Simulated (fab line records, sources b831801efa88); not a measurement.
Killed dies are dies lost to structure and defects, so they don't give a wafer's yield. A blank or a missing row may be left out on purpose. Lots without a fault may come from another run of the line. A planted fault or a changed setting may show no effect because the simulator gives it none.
Chamber matching ; flow gf180mcu ; GF_V4_CMP_04 on cmp-01 has 4 sister chambers
The step polishes SiO2. 4 wafers are shown with their chamber, then 7 later ones without.

WAFERS WITH THEIR CHAMBER
wafer;chamber;motor current A (A)
L766.1;3;10.5
L771.5;0;11.7
L773.1;2;10.8
L773.2;1;11.3

WAFERS MISSING THEIR CHAMBER
wafer;motor current A (A)
L773.3;10.1
L774.1;9.8
L774.5;10.1
L774.6;11.0
L781.1;10.8
L781.4;10.0
L781.5;10.2

EACH ONE'S CHAMBER
wafer;from the rows above;in truth
L773.3;can't be placed: 3 or 2 or 1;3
L774.1;can't be placed: 3 or 2 or 1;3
L774.5;can't be placed: 3 or 2 or 1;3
L774.6;can't be placed: 2 or 1 or 3 or 0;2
L781.1;can't be placed: 2 or 3 or 1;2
L781.4;can't be placed: 3 or 2 or 1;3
L781.5;can't be placed: 3 or 2 or 1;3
Correct placement for 0 of the 7. Can't be placed from these rows: 7 (the true chamber is among the candidates in 7). Number placed wrongly: 0.
How it was worked out, from the rows above alone: a wafer's distance from a chamber is the root of the sum, over the readings, of the square of ((its reading less the chamber's mean) divided by the reading's scatter). The wafer belongs to the nearest chamber; if the next one is less than 2 further off, it can't be placed. The mean given for a chamber averages the wafers shown for that chamber. The scatter (one wafer shown for each chamber): square how far every hidden wafer sits from the nearest shown wafer, average those squares and take the square root.
